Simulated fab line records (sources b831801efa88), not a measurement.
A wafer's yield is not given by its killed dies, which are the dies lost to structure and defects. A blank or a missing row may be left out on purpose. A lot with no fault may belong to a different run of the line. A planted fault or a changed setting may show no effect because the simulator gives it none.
Code-filled problem report in 8D (eight disciplines) form / flow sky130 / the parts of the form that need people (team, actions taken, sign-off) are left out

1. WHAT IS WRONG
Wafers without a fault read 15, standard deviation 4.1; killed_at_front_end at SKY_PAD_OPEN_PROBE_99 reads a mean of 68 on 6 wafers belonging to 2 lots. Measured from the usual mean, that is +13 standard deviations.
Earliest sighting: wafer L471.1 on prober-02 at day 48 17:43. The record holds 6 wafers of 2 lots with a number at this step. The rule behind "out" and "out of limits": a value lying over 4 standard deviations away from the usual mean. The other wafers with a number count as sound.

2. WHAT IT IS AND WHAT IT IS NOT
question=which readings at this step; is=killed_at_front_end; is not=killed_at_M4_up
question=which lots; is=L471, L474; is not=-
question=which wafers of those lots; is=all that have a number; is not=-
question=read on which tools; is=prober-02; is not=-
question=when; is=from day 48 17:43; is not=up to then (0 sound wafers)

3. SUSPECTS, AND WHAT RULES EACH OUT
Counting: a tool at a process step up to the reading stays a suspect if it ran every lot that is out and no sound lot after the first of them.
- wet_bench-03 at SKY_FIELD_ISO_WET_ETCH_29 (etches Si3N4 in H3PO4, target depth 160 nm, time 1825 s): kept. It ran every lot that is out, first L471 (day 5 00:46), and no sound lot after that.
- rie_diel-03 at SKY_VIA4_ETCH_12 (etches SiO2 in C4F8/O2/Ar, stops on TiN, target depth 580 nm): kept. It ran every lot that is out, first L471 (day 46 01:04), and no sound lot after that.
- prober-02 at SKY_PAD_OPEN_PROBE_99: kept. It ran every lot that is out, first L471 (day 48 17:43), and no sound lot after that. Its own readings are out on those wafers: killed_at_front_end.
Left after counting: wet_bench-03 at SKY_FIELD_ISO_WET_ETCH_29, rie_diel-03 at SKY_VIA4_ETCH_12, prober-02 at SKY_PAD_OPEN_PROBE_99.

4. THE CAUSE (what the simulator had put in)
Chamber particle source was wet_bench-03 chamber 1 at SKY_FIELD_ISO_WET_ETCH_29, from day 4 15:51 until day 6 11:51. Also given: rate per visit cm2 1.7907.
Of the 3 suspects that counting leaves, this tool is one.

5. THE EFFECT CHAIN, in route order
One row per reading whose mean, taken over the struck wafers that have a number, lies over 3 standard deviations from the usual. Scope: only readings with a usual standard deviation given in the record; hours: median across lots of the time from each lot's start at the first step in this table that gives one to its start at this step; sigmas: change in usual standard deviations.
hours=0; step=SKY_PAD_OPEN_PROBE_99; reading=killed_at_front_end; usual=15; on struck wafers=68; change=+53; sigmas=+13
hours=0; step=SKY_PAD_OPEN_PROBE_99; reading=killed_dies; usual=86; on struck wafers=130; change=+44; sigmas=+4.9
The process steps in it:
- SKY_PAD_OPEN_PROBE_99

6. HOW IT WOULD HAVE BEEN CAUGHT EARLIER
In this record no reading fell out of limits until day 48 17:43, 1058 hours after the fault had begun at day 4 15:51.
An alarm limit of 4 standard deviations would not have fired on the tool readings at SKY_FIELD_ISO_WET_ETCH_29 for which the record gives a usual standard deviation, since none of them was out on any struck wafer.
All the lots that are out (2) had begun SKY_FIELD_ISO_WET_ETCH_29 on wet_bench-03 by day 48 17:43. Tool hold at that time: it would have spared none of them.
